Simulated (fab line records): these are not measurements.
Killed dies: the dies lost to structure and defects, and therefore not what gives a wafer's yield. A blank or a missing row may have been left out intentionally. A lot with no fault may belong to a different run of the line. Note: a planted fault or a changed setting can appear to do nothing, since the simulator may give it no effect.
A struck lot beside a sound one	flow sky130	16 out of 708 route steps
Sound: these wafers, L453.1, L453.5, L453.6. Struck: wafer L462.1 (L462.3, L462.6, from the same lot, were not struck and are left out); the cause is given at the end.
Each step with rows lists, per side, the tool, then ch with its chambers, then its first start. Under that, the readings that differ: sound wafers	struck wafers	difference of the means	sigmas: that difference in standard deviations of wafers without a fault.
alike: same words and numbers on both sides, and readings whose means sit less than 2 such deviations apart. not compared: any withheld reading, any reading some wafer has no value for, any bound like >300 that may hide the same value, and any number with overlapping values for which the record gives no deviation.
A row with sigmas, a row that says differs or no value, or rows on one side alone: a step with any of these is where the two part. Numbers that have no deviation but don't overlap get no sigmas and don't part them. A reading that every wafer of one side lacks parts them only if that side has two wafers or more.

first, 8 steps without rows for these wafers: SKY_POLY_GATE_DEHYDRATE_05 (time 60 s); SKY_POLY_GATE_HMDS_06 (prime time 60 s); SKY_POLY_GATE_COAT_07 (resist thk 110 nm); SKY_POLY_GATE_COAT_08 (resist thk 450 nm); SKY_POLY_GATE_SOFTBAKE_09 (time 88.72 s); SKY_POLY_GATE_EXPOSE_10 (exposes mask P1M, target cd 150 nm); SKY_POLY_GATE_PEB_11; SKY_POLY_GATE_DEVELOP_12 (develop time 60 s).
SKY_POLY_GATE_CD_MEAS_13 targets a cd of 150 nm.
  sound: cd_sem-02 at day 16 04:53; struck: cd_sem-01 at day 19 21:05
  alike: cd_nm
SKY_POLY_GATE_OVL_MEAS_14:
  sound: overlay-02 at day 16 05:01; struck: overlay-01 at day 19 21:12
  alike: POLY_GATE_OVL
SKY_POLY_GATE_ETCH_15: etches BARC in N2/H2, stops on SiO2, time 118.5 s, target depth 110 nm.
  sound on rie_diel-03 ch 0,2,3, day 16 05:03; struck on rie_diel-03 ch 3, day 19 21:14
  alike: drypump_motor_current_A, oes_product_au, throttle_valve_pct
  not compared: rf_hours_counter_h
SKY_POLY_GATE_ETCH_16: etches Si3N4 in CH3F/O2, stops on poly-Si, time 147.5 s, target depth 75 nm.
  sound on rie_diel-03 ch 0,2,3, day 16 05:08; struck on rie_diel-03 ch 3, day 19 21:19
  alike: drypump_motor_current_A, oes_product_au, throttle_valve_pct
  not compared: rf_hours_counter_h
SKY_POLY_GATE_ETCH_17: etches poly-Si in HBr/Cl2, stops on SiO2, target depth 180 nm, time 70.5 s.
  sound on rie_si-02 ch 2,3, day 16 05:14; struck on rie_si-02 ch 2, day 19 21:25
reading	sound	struck	difference	sigmas
HBr_flow_sccm (sccm)	150.6 150.6 149.9	149.4	-1.0	-2
oes_product_au (a.u.)	0.984 0.981 0.978	1.000	+0.019	+3
model.KrF-thick_of_POLY_GATE_COAT_08.thk_nm (nm)	140.2 139.5 140.9	89.66	-50.54	
model.POLY_GATE.feature_depth_nm (nm)	178.2 179.2 178	183.9	+5.4	
model.SiO2_of_SONOS_ONO_CVD_04.thk_nm (nm)	4.305 4.388 4.318	2.482	-1.855	
  alike: drypump_motor_current_A, throttle_valve_pct
  not compared: rf_hours_counter_h
SKY_POLY_GATE_STRIP_18: strips in O2/N2.
  sound on plasma_asher-04 ch 0,1, day 16 05:17; struck on plasma_asher-02 ch 1, day 19 21:28
reading	sound	struck	difference	sigmas
oes_product_au (a.u.)	0.355 0.360 0.364	0.343	-0.017	-4
strip_time_to_endpoint_s (s)	3.184 3.162 3.180	2.600	-0.575	-21
  alike: drypump_motor_current_A
  not compared: rf_hours_counter_h
then, 1 step without rows for these wafers: SKY_POLY_GATE_CLEAN_19 (cleans in SC1/SC2, time 150 s).
-- record jumps: 28 days separate the struck wafers' starts on either side; left off in module POLY_GATE, taken up again in module PAD_OPEN, whose first shown step is the route's number 708 --
SKY_PAD_OPEN_PROBE_99:
  sound: prober-01 at day 45 14:42; struck: prober-02 at day 48 06:56
reading	sound	struck	difference	sigmas
killed_at_front_end	15 9 20	6	-9	-2
model.etest.tip_sonos.rs_ohm_sq	2747 2690 2745	2351	-376	
model.etest.tip_n.rs_ohm_sq	445.3 439.8 444.1	432.5	-10.6	
model.etest.res_pdiff_hv.rs_ohm_sq	193.9 194.5 194.8	185.4	-9.0	
model.etest.res_ndiff_hv.rs_ohm_sq	115.7 116 116.5	114.1	-2.0	
  alike: killed_at_M0_to_M3, killed_at_M4_up, killed_at_contacts, killed_dies, killed_on_rim, killed_open, killed_short

WHERE THEY PART
First at SKY_POLY_GATE_ETCH_17; last, within this record, at SKY_PAD_OPEN_PROBE_99.

WHY: the cause the simulator had injected
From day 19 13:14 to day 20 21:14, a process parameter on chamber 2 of rie_si-02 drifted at SKY_POLY_GATE_ETCH_17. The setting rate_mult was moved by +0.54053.
